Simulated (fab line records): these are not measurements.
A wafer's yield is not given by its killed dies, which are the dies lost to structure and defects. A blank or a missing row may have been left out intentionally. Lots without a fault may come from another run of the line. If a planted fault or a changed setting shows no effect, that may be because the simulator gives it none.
Check for tools in common | flow gf180mcu | Sample size 14 lots and 42 wafers

## WHY THIS WAS OPENED
2 of 14 lots carry a flag on the reading HV_LDD_03_OVL at GF_HV_LDD_OVL_MEAS_47. No-fault wafers: 0.0 nm, standard deviation 1.3.
Rule: flag the lot when none of its wafers has a number, or when each of its wafers that has one lies beyond 4 standard deviations from that mean. All remaining lots are regarded as sound.

lot  | measured     | on         | HV_LDD_03_OVL (nm), wafer by wafer | flag
L568 | day 12 10:40 | overlay-02 | -0.6 -0.7 1.1                      |
L569 | day 13 07:01 | overlay-01 | -0.3 -1.1 -0.8                     |
L570 | day 13 16:57 | overlay-01 | 0.7 1.0 1.7                        |
L572 | day 13 23:13 | overlay-01 | -1.2 -1.4 -2.7                     |
L573 | day 14 09:43 | overlay-01 | -0.2 -0.4 0.4                      |
L575 | day 15 00:59 | overlay-02 | 1.0 0.7 0.9                        |
L576 | day 15 06:49 | overlay-02 | 0.1 0.2 0.5                        |
L577 | day 15 18:43 | overlay-01 | 0.2 1.6 1.7                        |
L580 | day 16 08:55 | overlay-01 | -0.6 -2.0 1.0                      |
L581 | day 16 15:19 | overlay-02 | 1.3 1.3 0.8                        |
L583 | day 17 09:28 | overlay-02 | 1.9 -0.2 0.2                       |
L589 | day 19 14:28 | overlay-02 | -73.1 -71.8 -72.5                  | FLAGGED
L590 | day 19 17:43 | overlay-02 | -72.8 -74.2 -74.0                  | FLAGGED
L591 | day 19 23:49 | overlay-02 | 3.6 0.4 0.1                        |
The mean of the flagged lots' numbers is -73.1 nm, -73.1 nm from the usual (-56 standard deviations).

## TOOL THAT RAN EACH LOT
2 process steps preceding the reading are held in the record, out of 602 steps in the route. Each cell gives the tool, then ch followed by the chambers the sampled wafers passed through, then the start.
lot  | flag    | GF_POLY_GATE_STRIP_14                | GF_HV_LDD_EXPOSE_43
L568 |         | plasma asher-01 ch 0,1, day 9 04:50  | iline stepper-02 ch 0, day 12 00:53
L569 |         | plasma asher-01 ch 0,1, day 10 01:27 | iline stepper-02 ch 0, day 12 20:58
L570 |         | plasma asher-03 ch 0,1, day 10 09:30 | iline stepper-01 ch 0, day 13 06:47
L572 |         | plasma asher-01 ch 0,1, day 10 12:37 | iline stepper-01 ch 0, day 13 13:17
L573 |         | plasma asher-04 ch 1, day 11 00:01   | iline stepper-01 ch 0, day 13 23:44
L575 |         | plasma asher-01 ch 0,1, day 11 15:01 | iline stepper-01 ch 0, day 14 14:46
L576 |         | plasma asher-01 ch 0,1, day 11 17:47 | iline stepper-02 ch 0, day 14 19:50
L577 |         | plasma asher-04 ch 0,1, day 12 06:19 | iline stepper-02 ch 0, day 15 08:17
L580 |         | plasma asher-01 ch 0,1, day 12 20:25 | iline stepper-02 ch 0, day 15 22:11
L581 |         | plasma asher-01 ch 0,1, day 13 00:04 | iline stepper-01 ch 0, day 16 04:38
L583 |         | plasma asher-03 ch 0,1, day 13 16:48 | iline stepper-02 ch 0, day 16 22:14
L589 | FLAGGED | plasma asher-04 ch 0,1, day 15 13:38 | iline stepper-01 ch 0, day 19 02:10
L590 | FLAGGED | plasma asher-04 ch 0, day 15 14:57   | iline stepper-01 ch 0, day 19 05:26
L591 |         | plasma asher-03 ch 0,1, day 15 23:13 | iline stepper-02 ch 0, day 19 11:52
What is done by these steps:
- GF_POLY_GATE_STRIP_14: strips in O2/N2.
- GF_HV_LDD_EXPOSE_43: exposes mask Pplus HV AREA, target cd 400 nm.
- GF_HV_LDD_OVL_MEAS_47

## FLAGGED AGAINST TOTAL, ONE TOOL AT A TIME (gauges that did the reading follow at the end)
step                  | tool             | lots run | flagged | share of the flagged lots | sound lots run after its first flagged lot
GF_POLY_GATE_STRIP_14 | plasma asher-01  | 7        | 0       | none                      | -
GF_POLY_GATE_STRIP_14 | plasma asher-03  | 3        | 0       | none                      | -
GF_POLY_GATE_STRIP_14 | plasma asher-04  | 4        | 2       | all                       | 0
GF_HV_LDD_EXPOSE_43   | iline stepper-01 | 7        | 2       | all                       | 0
GF_HV_LDD_EXPOSE_43   | iline stepper-02 | 7        | 0       | none                      | -
GF_HV_LDD_OVL_MEAS_47 | overlay-01       | 6        | 0       | none                      | -
GF_HV_LDD_OVL_MEAS_47 | overlay-02       | 8        | 2       | all                       | 1 (L591)

## WHAT IS ALLOWED BY THE TABLE
In the table, 3 rows ran each flagged lot (plasma asher-04 at GF_POLY_GATE_STRIP_14; iline stepper-01 at GF_HV_LDD_EXPOSE_43; overlay-02 at GF_HV_LDD_OVL_MEAS_47).
- plasma asher-04 at GF_POLY_GATE_STRIP_14 ran 4 lots, 2 of them flagged. It ran its last sound lot, L577, at day 12 06:19 and its first flagged lot, L589, at day 15 13:38: a fault with its onset between the two fits.
- iline stepper-01 at GF_HV_LDD_EXPOSE_43 ran 7 lots, 2 of them flagged. It ran its last sound lot, L581, at day 16 04:38 and its first flagged lot, L589, at day 19 02:10: a fault with its onset between the two fits.
- overlay-02 at GF_HV_LDD_OVL_MEAS_47 ran 8 lots, 2 of them flagged. Sound lots followed the first flagged one (L591) on it, something a lasting fault affecting the whole tool could not allow.
Because each of these 2 tools fits a fault that began at some hour, counting lots does not separate them. More lots, or a look at what each step does to the wafer, might.

## WHAT THE SIMULATOR HAD PUT IN
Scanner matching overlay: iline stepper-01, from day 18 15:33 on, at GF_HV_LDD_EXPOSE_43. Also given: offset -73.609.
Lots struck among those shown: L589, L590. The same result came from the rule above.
